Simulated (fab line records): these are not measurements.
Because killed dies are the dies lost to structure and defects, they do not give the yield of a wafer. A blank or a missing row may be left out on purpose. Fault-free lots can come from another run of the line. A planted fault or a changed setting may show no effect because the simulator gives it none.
Which of the tools did it?    flow sky130    route of 708 steps, sampled at 1 step: 11 lots, 33 wafers

== WHAT THE GAUGES SHOWED, per wafer ==
SKY_CAPM_THK_MEAS_01. Usual: for CAPM_CVD_00_THK the level is 15.5 nm and the standard deviation is 0.3.
lot   measured      on             CAPM_CVD_00_THK (nm)  flag
L589  day 37 06:11  film-metro-03  15.4 15.3 15.4        
L591  day 37 17:58  film-metro-01  15.2 15.8 15.8        
L590  day 38 06:59  film-metro-04  15.1 15.1 15.4        
L593  day 38 22:23  film-metro-03  15.1 15.8 15.3        
L595  day 39 16:58  film-metro-01  15.5 15.3 15.9        
L597  day 40 06:50  film-metro-03  15.2 15.5 15.4        
L598  day 40 09:50  film-metro-03  16.0 15.8 16.0        
L600  day 40 23:02  film-metro-03  16.0 15.7 16.1        
L604  day 41 18:45  film-metro-03  15.1 15.3 15.4        
L608  day 42 16:07  film-metro-03  15.6 15.7 15.9        
L609  day 43 11:16  film-metro-03  15.7 15.1 15.8        

== WHICH TOOL RAN EACH LOT (tool, then ch and the chambers of the sampled wafers, then the start) ==
The record holds no process step before these readings.

== AS READ BY THE TOOLS THEMSELVES (means over the sampled wafers that have a number; for cases with no such wafer, the mark the record gives instead) ==
The record holds no such reading with a usual standard deviation.

== THE ANSWER, worked out from the rows above alone ==
Rule: lot off if the mean of its wafers having a number is beyond 3 standard deviations from the usual mean. Also off: a lot with no number at a reading for which 4 or more lots have one. Any other lot the step has rows for is counted as sound. The gauges are gone through in route order, then the tools' own readings, and for those a lot's mean is taken as printed above. At the first step where some lot is off, the reading lying furthest off is the one used; lots without a number count as furthest.
Nothing can be told from this: no lot is off at any reading shown.

== WHAT HAD BEEN PUT IN BY THE SIMULATOR ==
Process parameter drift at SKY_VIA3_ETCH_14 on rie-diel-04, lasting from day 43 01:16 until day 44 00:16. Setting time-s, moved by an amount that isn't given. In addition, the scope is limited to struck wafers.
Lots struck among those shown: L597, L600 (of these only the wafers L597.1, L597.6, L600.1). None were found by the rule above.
